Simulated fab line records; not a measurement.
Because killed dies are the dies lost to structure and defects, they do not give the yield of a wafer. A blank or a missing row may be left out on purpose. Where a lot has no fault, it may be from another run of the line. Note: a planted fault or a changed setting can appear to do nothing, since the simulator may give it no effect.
Chamber matching :: flow gf180mcu :: pecvd-04 running GF_V1_CVD_02: 3 sister chambers
The step deposits SiO2 from TEOS, target thk 850 nm, time 94.851 s. 16 wafers are shown with their chamber, then 8 later ones without.

## EACH WAFER AND ITS CHAMBER
wafer: L074.2
chamber: 2
heaterPowerW (W): 823
rfFwdPowerW (W): 592.2

wafer: L074.3
chamber: 0
heaterPowerW (W): 659
rfFwdPowerW (W): 595.0

wafer: L074.5
chamber: 0
heaterPowerW (W): 684
rfFwdPowerW (W): 596.6

wafer: L075.3
chamber: 0
heaterPowerW (W): 586
rfFwdPowerW (W): 594.2

wafer: L075.4
chamber: 2
heaterPowerW (W): 849
rfFwdPowerW (W): 596.0

wafer: L075.6
chamber: 1
heaterPowerW (W): 466
rfFwdPowerW (W): 597.7

wafer: L077.4
chamber: 2
heaterPowerW (W): 900
rfFwdPowerW (W): 590.9

wafer: L077.5
chamber: 1
heaterPowerW (W): 484
rfFwdPowerW (W): 603.0

wafer: L077.6
chamber: 0
heaterPowerW (W): 677
rfFwdPowerW (W): 595.5

wafer: L082.2
chamber: 1
heaterPowerW (W): 599
rfFwdPowerW (W): 598.7

wafer: L082.4
chamber: 2
heaterPowerW (W): 916
rfFwdPowerW (W): 592.0

wafer: L082.5
chamber: 1
heaterPowerW (W): 482
rfFwdPowerW (W): 599.0

wafer: L085.2
chamber: 0
heaterPowerW (W): 690
rfFwdPowerW (W): 596.2

wafer: L085.3
chamber: 1
heaterPowerW (W): 517
rfFwdPowerW (W): 597.4

wafer: L085.5
chamber: 0
heaterPowerW (W): 710
rfFwdPowerW (W): 596.4

wafer: L086.2
chamber: 2
heaterPowerW (W): 783
rfFwdPowerW (W): 592.5

SIGNATURES (means of the wafers above)
reading: heaterPowerW
chamber 0: 667.67
chamber 1: 509.60
chamber 2: 854.20
scatter within a chamber: 50.2

reading: rfFwdPowerW
chamber 0: 595.650
chamber 1: 599.160
chamber 2: 592.720
scatter within a chamber: 1.74
Rule: for a wafer and a chamber, the distance is found by dividing, reading by reading, the gap between the wafer's reading and the chamber's mean by the reading's scatter, squaring, summing and taking the root. If the next closest chamber is less than 2 further off than the closest, the wafer can't be placed; otherwise it belongs to the closest. The scatter: the root of (the sum of the squares of (reading less its chamber's mean) over the shown wafers, divided by (wafers less chambers)).

## WAFERS WITH NO CHAMBER GIVEN
wafer: L086.3
heaterPowerW (W): 563
rfFwdPowerW (W): 599.7

wafer: L086.5
heaterPowerW (W): 689
rfFwdPowerW (W): 594.8

wafer: L093.3
heaterPowerW (W): 951
rfFwdPowerW (W): 592.4

wafer: L093.4
heaterPowerW (W): 479
rfFwdPowerW (W): 593.7

wafer: L093.6
heaterPowerW (W): 706
rfFwdPowerW (W): 595.6

wafer: L097.4
heaterPowerW (W): 559
rfFwdPowerW (W): 597.0

wafer: L097.5
heaterPowerW (W): 566
rfFwdPowerW (W): 599.5

wafer: L097.6
heaterPowerW (W): 889
rfFwdPowerW (W): 595.4

## THE CHAMBER EACH PASSED THROUGH
wafer: L086.3
from the rows above: 1
in truth: 1

wafer: L086.5
from the rows above: 0
in truth: 0

wafer: L093.3
from the rows above: 2
in truth: 2

wafer: L093.4
from the rows above: can't be placed: 1 or 0
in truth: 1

wafer: L093.6
from the rows above: 0
in truth: 0

wafer: L097.4
from the rows above: can't be placed: 1 or 0
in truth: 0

wafer: L097.5
from the rows above: can't be placed: 1 or 0
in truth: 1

wafer: L097.6
from the rows above: 2
in truth: 2
Correct placement for 5 of the 8. Unplaceable from these rows: 3, with the true chamber sitting among the candidates in 3. Wrongly placed: 0.
